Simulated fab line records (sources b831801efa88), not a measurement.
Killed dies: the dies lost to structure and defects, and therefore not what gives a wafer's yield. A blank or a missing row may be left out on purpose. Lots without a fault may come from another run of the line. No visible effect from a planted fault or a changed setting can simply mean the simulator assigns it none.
Chamber matching | flow sfq_line | rie_diel-02 running SFQ_TRILAYER_I4_VIA_BARC_OPEN_VIA_ETCH_146: 4 sister chambers
The step etches BARC in O2, target depth 125 nm, time 41.7 s. 4 wafers are shown with their chamber, then 7 later ones without.

== WAFERS WITH THEIR CHAMBER ==
wafer  | chamber | chamber_pressure_mTorr (mTorr)
L854.1 | 0       | 29.991
L857.1 | 2       | 30.014
L859.2 | 3       | 29.989
L859.3 | 1       | 29.952

== WAFERS WITHOUT THEIR CHAMBER ==
wafer  | chamber_pressure_mTorr (mTorr)
L859.6 | 29.976
L870.3 | 30.024
L870.4 | 29.981
L870.6 | 30.012
L873.3 | 29.991
L873.4 | 30.033
L873.5 | 29.998

== CHAMBER TAKEN BY EACH ==
wafer  | from the rows above          | in truth
L859.6 | can't be placed: 3 or 0 or 1 | 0
L870.3 | 2                            | 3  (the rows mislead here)
L870.4 | can't be placed: 3 or 0      | 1
L870.6 | can't be placed: 2 or 0      | 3
L873.3 | can't be placed: 0 or 3      | 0
L873.4 | 2                            | 2
L873.5 | can't be placed: 0 or 3 or 2 | 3
Placed correctly: 1 of 7. Can't be placed from these rows: 5 (the true chamber is among the candidates in 3). Wrongly placed: 1.
How it was worked out, from the rows above alone: a wafer's distance from a chamber is the root of the sum, over the readings, of the square of ((its reading less the chamber's mean) divided by the reading's scatter). The wafer belongs to the nearest chamber; if the next one is less than 2 further off, it can't be placed. For every chamber, the mean is computed from those of its wafers that are shown. The scatter: with one shown wafer a chamber, the root of the mean of the squares of how far each hidden wafer lies from its nearest shown one.
